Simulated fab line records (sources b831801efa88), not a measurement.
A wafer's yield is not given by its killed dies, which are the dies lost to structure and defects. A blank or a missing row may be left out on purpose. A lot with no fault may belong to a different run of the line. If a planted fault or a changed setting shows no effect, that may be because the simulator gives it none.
Problem report in the 8D (eight disciplines) form, filled by code :: flow sfqLine :: the parts of the form that need people (team, actions taken, sign-off) are left out

## 1. WHAT WENT WRONG
Wafers without a fault read 2999.7 rpm, standard deviation 2.4; spinSpeedRpm at SFQ_TRILAYER_M4_LITHO_COAT_093 reads a mean of 2895.9 rpm on 6 wafers belonging to 2 lots. Measured from the usual mean, that is -43 standard deviations.
The step: resist thk 600 nm.
Earliest sighting: wafer L571.1 on lithoTrack-02 at day 49 08:41. The record holds 18 wafers of 6 lots with a number at this step. Rule for "out", or "out of limits": more than 4 standard deviations from the usual mean. All remaining wafers that have a number are taken as sound.

## 2. WHAT IT IS; WHAT IT IS NOT
question: which readings at this step
is: spinSpeedRpm
is not: exhaustPa

question: which lots
is: L571, L572
is not: L559, L563, L568, L573

question: which wafers of those lots
is: all that have a number
is not: -

question: read on which tools
is: lithoTrack-02
is not: lithoTrack-03, lithoTrack-04

question: when
is: from day 49 08:41
is not: up to then (9 sound wafers); but 3 sound wafers of L573 came after

## 3. THE SUSPECTS, EACH WITH WHAT RULES IT OUT
Counting: a tool at a process step up to the reading stays a suspect if it ran every lot that is out and no sound lot after the first of them.
- lithoTrack-02 at SFQ_TRILAYER_M4_LITHO_COAT_093 (resist thk 600 nm): kept. Every lot that is out went through it, starting with L571 (day 49 08:41), and after that it ran no sound lot; the last sound lot it ran before then is L563 (day 46 10:50). Its own spinSpeedRpm readings are out on those wafers.
Left after counting: lithoTrack-02 at SFQ_TRILAYER_M4_LITHO_COAT_093.

## 4. THE CAUSE (what the simulator had put in)
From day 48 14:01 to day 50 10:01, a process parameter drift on lithoTrack-02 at SFQ_TRILAYER_M4_LITHO_COAT_093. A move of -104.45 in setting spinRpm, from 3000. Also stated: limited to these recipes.
The count eliminated every tool but this one.

## 5. THE CHAIN OF EFFECTS, in route order
Rows list readings where the struck wafers' mean (over those with a number) sits beyond 3 standard deviations from the usual. Only readings whose record carries a usual standard deviation are examined. hours: median over the lots of the time between each lot's start at the first step of this table that gives one and its start at this step. sigmas: the change, counted in usual standard deviations.
hours: 0
step: SFQ_TRILAYER_M4_LITHO_COAT_093
reading: spinSpeedRpm
usual: 2999.7 rpm
on struck wafers: 2895.9
change: -103.8
sigmas: -43
It contains these process steps:
- SFQ_TRILAYER_M4_LITHO_COAT_093: resist thk 600 nm.
Later measuring or inspecting steps at which every struck wafer that the step has a row for has a number for every such reading, and none has moved that far: SFQ_M4_OVL_MEAS_926.

## 6. WHAT WOULD HAVE CAUGHT IT SOONER
In this record the first reading out of limits was taken at day 49 08:41, 19 hours after the fault began at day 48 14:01.
